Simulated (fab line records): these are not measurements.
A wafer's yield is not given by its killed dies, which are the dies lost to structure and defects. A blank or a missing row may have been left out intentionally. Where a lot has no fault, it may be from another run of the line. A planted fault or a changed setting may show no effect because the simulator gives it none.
One fault seen from 2 desks	flow gf180mcu	only its own numbers are on each desk; what lay behind them is given at the end

## AT THE METROLOGY DESK
Means of the sampled wafers that have a number, per lot and without regard to the tool the lot ran on: this is what the gauges read. The brackets show how far a lot's mean lies from the usual mean; more than 4 standard deviations puts the lot out of limits, marked OUT.
Columns: A = cd nm at GF_V1_CD_MEAS_14, usual 260.0 nm; B = V1_OVL at GF_V1_OVL_MEAS_15, usual -2 nm
lot	first seen here	A	B
L360	day 20 02:47	260.0	-5
L368	day 23 15:20	259.4	-2
L372	day 24 11:29	260.3	1
L373	day 24 16:17	259.9	-1
L376	day 25 10:13	260.5	4
This desk's finding: nothing out of limits on any of the 5 lots.

## DESK OF THE TOOL OWNER: pvd sputter-01
The tool's own readings at GF_V1_SPUTTER_21 (material Ti, target thk 15 nm, time 80.02 s): means of the sampled wafers that have a number, for each lot that ran on this tool. The brackets show how far a lot's mean lies from the usual mean; more than 4 standard deviations puts the lot out of limits, marked OUT.
Columns: A = cathode dc power W at GF_V1_SPUTTER_21, usual 2500.0 W; B = throttle valve pct at GF_V1_SPUTTER_21, usual 29.8 %
lot	first seen here	A	B
L360	day 20 03:37	2500.2	29.7
L373	day 24 17:12	2500.1	29.2
This desk's finding: nothing out of limits on any of the 2 lots.

## PUT TOGETHER
Metrology desk: nothing out of limits seen.
The desk of the tool owner found nothing out of limits.

## WHAT HAD BEEN PUT IN BY THE SIMULATOR
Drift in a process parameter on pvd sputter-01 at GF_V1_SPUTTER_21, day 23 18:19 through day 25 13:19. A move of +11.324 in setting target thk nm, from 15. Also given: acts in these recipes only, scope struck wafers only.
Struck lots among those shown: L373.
